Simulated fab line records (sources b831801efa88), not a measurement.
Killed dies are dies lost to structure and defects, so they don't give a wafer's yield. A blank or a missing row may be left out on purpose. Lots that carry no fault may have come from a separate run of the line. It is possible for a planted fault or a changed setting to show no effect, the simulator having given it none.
Which tool was responsible? ; flow sky130 ; 42 wafers from 14 lots sampled at 3 of the route's 708 steps

## WHAT THE GAUGES SHOWED, per wafer
SKY_NWELL_TW_MEAS_26. Usual: NWELL_2_TW typically reads 497, with standard deviation 3.1.
lot;measured;on;NWELL_2_TW;flag
L735;day 5 19:01;filmMetro-02;503 502 501;
L736;day 6 04:31;filmMetro-02;499 499 498;
L737;day 6 13:40;filmMetro-01;495 494 497;
L740;day 7 03:23;filmMetro-03;499 497 494;
L742;day 7 12:05;filmMetro-02;502 500 501;
L743;day 7 19:25;filmMetro-03;498 498 496;
L744;day 8 00:47;filmMetro-02;496 498 499;
L749;day 9 08:24;filmMetro-03;494 493 497;
L750;day 9 14:40;filmMetro-01;30 30 30;OFF
L751;day 9 22:45;filmMetro-03;30 30 30;OFF
L752;day 10 06:36;filmMetro-03;496 500 499;
L753;day 10 13:44;filmMetro-01;496 495 497;
L754;day 10 20:06;filmMetro-02;502 500 501;
L756;day 11 00:56;filmMetro-03;499 502 500;

## WHICH TOOL RAN EACH LOT (tool, then ch and the chambers of the sampled wafers, then the start)
lot;SKY_NWELL_STRIP_14;SKY_NWELL_STRIP_25
L735;plasmaAsher-01 ch 0,1, day 5 00:41;plasmaAsher-03 ch 0,1, day 5 18:55
L736;plasmaAsher-03 ch 0, day 5 09:28;plasmaAsher-01 ch 0,1, day 6 04:25
L737;plasmaAsher-03 ch 0,1, day 5 17:52;plasmaAsher-01 ch 0,1, day 6 13:34
L740;plasmaAsher-03 ch 0,1, day 6 07:35;plasmaAsher-03 ch 0,1, day 7 03:17
L742;plasmaAsher-02 ch 0,1, day 6 16:35;plasmaAsher-02 ch 0,1, day 7 11:59
L743;plasmaAsher-03 ch 0, day 6 23:04;plasmaAsher-02 ch 0,1, day 7 19:19
L744;plasmaAsher-02 ch 0,1, day 7 03:44;plasmaAsher-02 ch 0,1, day 8 00:41
L749;plasmaAsher-03 ch 0,1, day 8 10:06;plasmaAsher-03 ch 0,1, day 9 08:19
L750;plasmaAsher-03 ch 0,1, day 8 17:05;plasmaAsher-03 ch 0,1, day 9 14:34
L751;plasmaAsher-03 ch 0,1, day 9 00:52;plasmaAsher-02 ch 0,1, day 9 22:40
L752;plasmaAsher-01 ch 0,1, day 9 08:27;plasmaAsher-03 ch 0,1, day 10 06:31
L753;plasmaAsher-01 ch 0,1, day 9 14:25;plasmaAsher-01 ch 0,1, day 10 13:39
L754;plasmaAsher-03 ch 0,1, day 9 21:03;plasmaAsher-03 ch 0,1, day 10 20:01
L756;plasmaAsher-03 ch 0,1, day 10 02:35;plasmaAsher-02 ch 0,1, day 11 00:50
- SKY_NWELL_STRIP_14: strips in O2/N2.
- SKY_NWELL_STRIP_25: strips in O2/N2.

## WHAT THE TOOLS THEMSELVES READ (means of the sampled wafers that have a number; where no wafer has one, the mark that the record gives instead)
SKY_NWELL_STRIP_14. Usual: chamberPressureMTorr 1499.8 mTorr, standard deviation 1.5; drypumpMotorCurrentA 5.5 A, standard deviation 0.4; oesProductAu 0.723 a.u., standard deviation 0.0047; stripTimeToEndpointS 36.87 s, standard deviation 0.12.
lot;tool;chamberPressureMTorr (mTorr);drypumpMotorCurrentA (A);oesProductAu (a.u.);stripTimeToEndpointS (s);flag
L735;plasmaAsher-01;1500.9;5.3;0.726;36.90;
L736;plasmaAsher-03;1500.3;5.4;0.721;36.85;
L737;plasmaAsher-03;1500.7;5.9;0.719;37.01;
L740;plasmaAsher-03;1498.9;5.9;0.725;36.84;
L742;plasmaAsher-02;1498.7;5.3;0.719;37.12;
L743;plasmaAsher-03;1499.3;5.4;0.723;36.84;
L744;plasmaAsher-02;1499.0;5.3;0.721;36.90;
L749;plasmaAsher-03;1500.2;5.6;0.726;36.85;
L750;plasmaAsher-03;-;-;-;-;OFF
L751;plasmaAsher-03;-;-;-;-;OFF
L752;plasmaAsher-01;1498.8;5.3;0.723;36.82;
L753;plasmaAsher-01;1499.7;5.6;0.725;36.75;
L754;plasmaAsher-03;1501.3;5.9;0.723;36.83;
L756;plasmaAsher-03;1498.7;5.9;0.719;36.79;

SKY_NWELL_STRIP_25. Usual: chamberPressureMTorr 1500.0 mTorr, standard deviation 1.5; drypumpMotorCurrentA 5.5 A, standard deviation 0.39; oesProductAu 0.722 a.u., standard deviation 0.0045; stripTimeToEndpointS 36.91 s, standard deviation 0.1.
lot;tool;chamberPressureMTorr (mTorr);drypumpMotorCurrentA (A);oesProductAu (a.u.);stripTimeToEndpointS (s);flag
L735;plasmaAsher-03;1498.7;5.9;0.719;36.88;
L736;plasmaAsher-01;1499.8;5.5;0.718;36.88;
L737;plasmaAsher-01;1499.2;5.5;0.723;36.84;
L740;plasmaAsher-03;1500.6;5.9;0.723;36.94;
L742;plasmaAsher-02;1497.8;5.3;0.724;36.92;
L743;plasmaAsher-02;1501.0;5.4;0.725;36.81;
L744;plasmaAsher-02;1498.8;5.4;0.720;36.86;
L749;plasmaAsher-03;1500.7;5.9;0.722;36.97;
L750;plasmaAsher-03;1501.1;5.9;0.745;81.21;OFF
L751;plasmaAsher-02;1501.2;5.4;0.738;81.21;OFF
L752;plasmaAsher-03;1501.2;5.9;0.723;37.04;
L753;plasmaAsher-01;1499.9;5.3;0.724;37.07;
L754;plasmaAsher-03;1499.3;5.6;0.724;36.96;
L756;plasmaAsher-02;1499.9;5.4;0.726;36.78;

## THE ANSWER, worked out from the rows above alone
Rule: take the mean of a lot's wafers that have a number; if it is more than 3 standard deviations from the usual mean, the lot is off. Also off: a lot with no number at a reading for which 4 or more lots have one. The other lots that the step has rows for count as sound. First the gauges in route order, then the tools' own readings, where a lot's mean is used as printed above. At the first step where some lot is off, the reading lying furthest off is the one used; lots without a number count as furthest.
Off: at SKY_NWELL_TW_MEAS_26 (NWELL_2_TW), L750, L751.
If a tool, at a process step before that reading, ran all the lots that are off and no sound lot after the first of them, it fits. The gauges at SKY_NWELL_TW_MEAS_26 aren't tried: what is off there is off at SKY_NWELL_STRIP_14 too, on other tools, and a gauge's error can't cause that. Of those tried, none fits.

## WHAT WAS PUT IN BY THE SIMULATOR
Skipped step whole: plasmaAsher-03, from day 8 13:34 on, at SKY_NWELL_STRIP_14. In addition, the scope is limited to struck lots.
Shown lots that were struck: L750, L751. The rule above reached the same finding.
